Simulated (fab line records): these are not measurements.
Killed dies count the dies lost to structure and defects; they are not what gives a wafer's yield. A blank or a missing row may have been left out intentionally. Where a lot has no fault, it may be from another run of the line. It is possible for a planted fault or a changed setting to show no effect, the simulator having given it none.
Chamber matching | flow sky130 | 4 sister chambers for SKY_PAD_OPEN_ETCH_07 on rie-diel-01
The step etches the open film in CF4/O2, stops on AlCu, target depth 725 nm, time 161.1 s. 4 wafers are shown with their chamber, then 8 later ones without.

## WAFERS PAIRED WITH THEIR CHAMBERS
wafer  | chamber | drypump-motor-current-A (A)
L435.5 | 0       | 5.4
L437.5 | 3       | 5.3
L437.6 | 2       | 5.8
L438.3 | 1       | 5.6

## WAFERS WITHOUT THEIR CHAMBER
wafer  | drypump-motor-current-A (A)
L438.4 | 5.3
L438.6 | 5.2
L440.2 | 5.7
L440.3 | 5.2
L440.4 | 5.8
L442.1 | 5.2
L442.3 | 5.4
L442.6 | 5.9

## EACH ONE'S CHAMBER
wafer  | from the rows above     | in truth
L438.4 | can't be placed: 3 or 0 | 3
L438.6 | can't be placed: 3 or 0 | 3
L440.2 | can't be placed: 2 or 1 | 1
L440.3 | can't be placed: 3 or 0 | 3
L440.4 | 2                       | 2
L442.1 | can't be placed: 3 or 0 | 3
L442.3 | can't be placed: 0 or 3 | 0
L442.6 | 2                       | 2
Placed correctly: 2 of 8. These rows do not allow placing 6 (true chamber among the candidates in 6). Placed wrongly: 0.
How it was worked out, from the rows above alone: a wafer's distance from a chamber is the root of the sum, over the readings, of the square of ((its reading less the chamber's mean) divided by the reading's scatter). If the next closest chamber is less than 2 further off than the closest, the wafer can't be placed; otherwise it belongs to the closest. The mean given for a chamber averages the wafers shown for that chamber. The scatter: root of mean squared gap, hidden wafer to nearest shown wafer, with one shown wafer a chamber.
